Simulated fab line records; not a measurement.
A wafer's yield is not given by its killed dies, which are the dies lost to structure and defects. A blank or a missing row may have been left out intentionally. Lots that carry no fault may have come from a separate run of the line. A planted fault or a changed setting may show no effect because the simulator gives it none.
fab line records ; flow sky130
[record] lots = 5; wafers = 15; last-day = 50
route steps=708 shown PAD_OPEN@701
lots untouched by any fault: they come from a run of this same line in which no faults occurred
start-h: hours from the record's opening day to when the first of the lot's shown wafers began ; wait-h: time in hours since the lot's previous step ; " same as the row above ; L1.1+2: several wafers, shown together as one row ; - no value present, or no start provided ; * or withheld: withheld ; < > ~ a bound
route shown NAME@n: names a module that has steps shown in the file, with the first one's number in the route ; usual: mean/standard deviation taken from wafers without a fault ; same: alike in all rows ; chamber/n: place in a boat ; sites: per-site readings ; _std_site: standard deviation of those values ; _edge_site: the outer-site mean with the inner-site mean subtracted ; radius-mm: how far each site lies from the wafer's centre ; mask NAME#n: copy n ; behind: tool/chamber where the wafer was last shaped ; hold: the reason the lot was held/the length of the hold in hours/how it ended ; device: which transistor (n, p or np) failed to switch ; end of line: the same wafers' tests at the end of the route ; a step with no rows: only its recipe ; killed: count of dies lost to structure and defects at first sort (not the wafer's yield) ; map: a wafer's dies, x killed, . not, _ none there
set.NAME: the setting the step ran with; set.NAME@STEP: the setting that earlier step ran with ; model.NAME: the simulator's own value behind a step, which no gauge read
lots seen at some steps along the route; tables by step, rows by wafer
services: when a tool's chamber went out of use (start-h, in hours from the record's first day, below 0 if earlier), for how many hours, and the reason
[[steps]]
[step SKY_PAD_OPEN_ETCH_07]
[recipe] chemistry = CF4/O2; target-depth-nm = 725; stop-on = AlCu; source-w = 800; bias-w = 150; pressure-mtorr = 150; cf4-flow-sccm = 80; O2_flow_sccm = 10; time-s = 161.1
[usual] chamber-pressure-mTorr = 150.00/0.14; drypump-motor-current-A = 5.6/0.38; oes-product-au = 0.978/0.0069; rf-fwd-power-W = 796.6/2.4; throttle-valve-pct = 5.966/0.009
lot.wafer;tool;chamber;start-h;wait-h;chamber-pressure-mTorr;drypump-motor-current-A;oes-product-au;rf-fwd-power-W;rf-hours-counter-h;throttle-valve-pct
L078.3;rie-diel-01;3;1094.05;-;149.90;6.0;0.980;798.6;25;5.970
L078.4;rie-diel-01;2;1094.05;-;149.93;5.1;0.973;797.0;-;5.969
L078.6;rie-diel-01;0;1094.05;-;150.03;5.2;0.980;794.8;-;5.957
L084.1;rie-diel-04;2;1126.87;-;150.24;5.5;0.972;795.8;20;5.956
L084.3;rie-diel-04;1;1126.87;-;149.90;6.1;0.981;795.7;29;5.952
L084.5;rie-diel-04;2;1126.87;-;150.10;5.5;0.981;797.4;-;5.995
L088.1;rie-diel-04;0;1147.02;-;150.09;5.5;0.982;802.0;19;5.975
L088.3;rie-diel-04;3;1147.02;-;149.99;6.1;0.964;796.1;18;5.967
L088.6;rie-diel-04;3;1147.02;-;150.00;6.1;0.981;796.9;-;5.955
L095.1;rie-diel-01;1;1193.72;-;150.05;5.3;0.968;796.3;27;5.955
L095.3;rie-diel-01;0;1193.72;-;150.01;5.1;0.975;794.3;-;5.973
L095.4;rie-diel-01;1;1193.72;-;149.73;5.2;0.986;795.8;-;5.985
L094.3;rie-diel-04;0;1194.42;-;150.06;5.5;0.973;800.1;20;5.968
L094.5;rie-diel-04;3;1194.42;-;149.94;6.1;0.986;795.9;-;5.971
L094.6;rie-diel-04;2;1194.42;-;150.04;5.5;0.983;798.5;-;5.968
[step SKY_PAD_OPEN_STRIP_08]
[recipe] chemistry = O2/N2; power-w = 1400; pressure-mtorr = 1500; platen-temp-c = withheld; overash-fraction = 0.7; o2-flow-sccm = 3000; n2-flow-sccm = 300
[usual] chamber-pressure-mTorr = 1500.0/1.3; drypump-motor-current-A = 5.6/0.33; oes-product-au = 0.663/0.0049; strip-time-to-endpoint-s = 37.04/0.11
lot.wafer;tool;chamber;start-h;wait-h;chamber-pressure-mTorr;drypump-motor-current-A;oes-product-au;rf-hours-counter-h;strip-time-to-endpoint-s
L078.3;plasma-asher-04;1;1094.19;0.1;1498.1;5.3;0.667;-;36.88
L078.4;plasma-asher-04;0;1094.19;0.1;1498.6;5.4;0.667;-;36.93
L078.6;plasma-asher-04;0;1094.19;0.1;1499.6;5.4;0.652;-;36.86
L084.1;plasma-asher-03;0;1126.98;0.1;1498.6;6.0;0.666;69;37.17
L084.3;plasma-asher-03;0;1126.98;0.1;1502.4;6.0;0.665;-;37.04
L084.5;plasma-asher-03;0;1126.98;0.1;1499.7;6.0;0.656;-;37.14
L088.1;plasma-asher-04;0;1147.13;0.1;1501.1;5.3;0.660;6;37.04
L088.3;plasma-asher-04;0;1147.13;0.1;1500.0;5.3;0.667;-;37.07
L088.6;plasma-asher-04;0;1147.13;0.1;1500.8;5.3;0.670;-;37.08
L095.1;plasma-asher-04;0;1193.88;0.1;1501.3;5.3;0.663;11;36.80
L095.3;plasma-asher-04;0;1193.88;0.1;1501.5;5.4;0.677;-;36.93
L095.4;plasma-asher-04;1;1193.88;0.1;1500.3;5.3;0.656;-;36.87
L094.3;plasma-asher-04;0;1194.56;0.1;1502.2;5.3;0.662;-;36.81
L094.5;plasma-asher-04;1;1194.56;0.1;1499.6;5.3;0.663;-;36.88
L094.6;plasma-asher-04;0;1194.56;0.1;1501.4;5.3;0.664;-;36.85
[step SKY_PAD_OPEN_STRIP_09]
[recipe] chemistry = post-etch-residue-remover; time-s = 1200; temp-c = 72.5
lot.wafer;tool;chamber;start-h;wait-h
L078.3+4+6;wet-bench-03;2;1094.26;0.0
L084.1+3+5;wet-bench-03;2;1127.08;0.1
L088.1+3+6;wet-bench-03;3;1147.25;0.1
L095.1+3+4;wet-bench-04;0;1193.98;0.1
L094.3+5+6;wet-bench-03;0;1194.63;0.0
[step SKY_PAD_OPEN_CLEAN_10]
[recipe] chemistry = IPA; time-s = 180; temp-c = 25
lot.wafer;tool;chamber;start-h;wait-h
L078.3+4+6;wet-bench-03;0;1094.60;0.0
L084.1+3+5;wet-bench-02;1;1127.45;0.0
L088.1+3+6;wet-bench-02;3;1147.59;0.0
L095.1+3+4;wet-bench-03;0;1194.32;0.0
L094.3+5+6;wet-bench-03;3;1194.97;0.0
[step SKY_PAD_OPEN_CLEAN_11]
[recipe] chemistry = O3/DIW; dry = n2-spin
lot.wafer;tool;chamber;start-h;wait-h
L078.3+4+6;wet-bench-03;3;1094.66;0.0
L084.1+3+5;wet-bench-03;2;1127.52;0.0
L088.1+3+6;wet-bench-03;3;1147.68;0.0
L095.1+3+4;wet-bench-04;2;1194.38;0.0
L094.3+5+6;wet-bench-03;1;1195.03;0.0
[step SKY_PAD_OPEN_ANNEAL_12]
[recipe] temp-c = 400; time-s = withheld; ambient = N2/H2; idle-temp-c = 300; ramp-up-c-per-min = 8; ramp-down-c-per-min = 4
[usual] spike-tc-top-C = 425.6/2.4; zone-power-lower-pct = 4.2/0.5
lot.wafer;tool;chamber;start-h;wait-h;spike-tc-top-C;zone-power-lower-pct
L078.3;furnace-02;0;1094.75;0.0;427.2;4.6
L078.4;furnace-02;0;1094.75;0.0;429.8;4.6
L078.6;furnace-02;0;1094.75;0.0;426.9;4.5
L084.1;furnace-02;0;1127.61;0.0;425.9;4.5
L084.3;furnace-02;0;1127.61;0.0;427.7;4.6
L084.5;furnace-02;0;1127.61;0.0;428.1;4.5
L088.1;furnace-02;0;1147.77;0.0;425.3;4.6
L088.3;furnace-02;0;1147.77;0.0;427.3;4.6
L088.6;furnace-02;0;1147.77;0.0;428.0;4.5
L095.1;furnace-02;0;1194.47;0.0;427.7;4.5
L095.3;furnace-02;0;1194.47;0.0;427.5;4.6
L095.4;furnace-02;0;1194.47;0.0;427.6;4.6
L094.3;furnace-01;0;1195.12;0.0;423.1;3.6
L094.5;furnace-01;0;1195.12;0.0;422.9;3.6
L094.6;furnace-01;0;1195.12;0.0;422.3;3.6
[step SKY_PAD_OPEN_BOW_MEAS_13]
[recipe] mode = bow
[usual] PAD_OPEN_BOW = 45/9.9
lot.wafer;tool;chamber;start-h;wait-h;PAD_OPEN_BOW[um]
L078.3;film-metro-04;-;1096.29;-;46
L078.4;film-metro-04;-;1096.29;-;56
L078.6;film-metro-04;-;1096.29;-;44
L084.1;film-metro-01;-;1129.11;-;39
L084.3;film-metro-01;-;1129.11;-;47
L084.5;film-metro-01;-;1129.11;-;38
L088.1;film-metro-04;-;1149.27;-;52
L088.3;film-metro-04;-;1149.27;-;49
L088.6;film-metro-04;-;1149.27;-;37
L095.1;film-metro-04;-;1195.97;-;38
L095.3;film-metro-04;-;1195.97;-;46
L095.4;film-metro-04;-;1195.97;-;47
L094.3;film-metro-04;-;1196.66;-;33
L094.5;film-metro-04;-;1196.66;-;42
L094.6;film-metro-04;-;1196.66;-;42
[[services]]
tool;chamber;start-h;hours;kind
furnace-02;-;1076.91;5.3;pm
rie-diel-01;1;1078.59;32.7;repair
plasma-asher-04;-;1079.59;3.3;repair
furnace-01;-;1093.65;2.1;pm
furnace-02;-;1096.90;4.1;pm
plasma-asher-04;-;1113.19;10.6;repair
wet-bench-04;-;1151.37;2.8;repair
rie-diel-04;1;1152.30;-;clean
rie-diel-04;1;1152.30;-;consumable-replace:focus-ring
rie-diel-04;1;1152.30;20.1;scheduled-down
rie-diel-04;1;1152.30;20.1;vent-cycle
rie-diel-04;0;1157.51;33.2;repair
rie-diel-04;3;1158.40;35.0;repair
rie-diel-04;1;1175.73;12.1;repair
rie-diel-01;2;1181.31;17.6;repair
rie-diel-01;3;1192.57;5.4;repair
[[key]]
fault none
